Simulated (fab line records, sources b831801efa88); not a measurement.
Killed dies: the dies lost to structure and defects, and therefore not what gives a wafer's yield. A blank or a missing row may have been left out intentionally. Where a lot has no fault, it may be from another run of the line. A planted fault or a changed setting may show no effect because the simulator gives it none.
Matching of chambers ; flow sky130 ; SKY_SPACER_ETCHBACK_02 on rie diel-03 has 4 sister chambers
The step etches Si3N4 in CH3F/O2, stops on SiO2, time 46.7 s, target depth 45 nm. 4 wafers are shown with their chamber, then 7 later ones without.

## EACH WAFER AND ITS CHAMBER
wafer;chamber;drypump motor current A (A)
L357.6;1;5.1
L359.6;3;5.4
L360.1;0;5.8
L360.2;2;6.7

## WAFERS WITHOUT THEIR CHAMBER
wafer;drypump motor current A (A)
L360.3;5.1
L362.4;5.5
L362.5;5.5
L362.6;5.8
L363.4;5.5
L363.5;6.7
L363.6;5.1

## THE CHAMBER EACH PASSED THROUGH
wafer;from the rows above;in truth
L360.3;1;1
L362.4;3;3
L362.5;3;3
L362.6;0;0
L363.4;3;3
L363.5;2;2
L363.6;1;1
Placed correctly: 7 of 7. Number that these rows cannot place: 0. 0 placed wrongly.
How it was worked out, from the rows above alone: a wafer's distance from a chamber is the root of the sum, over the readings, of the square of ((its reading less the chamber's mean) divided by the reading's scatter). If the next closest chamber is less than 2 further off than the closest, the wafer can't be placed; otherwise it belongs to the closest. The mean given for a chamber averages the wafers shown for that chamber. The scatter (one wafer shown for each chamber): square how far every hidden wafer sits from the nearest shown wafer, average those squares and take the square root.
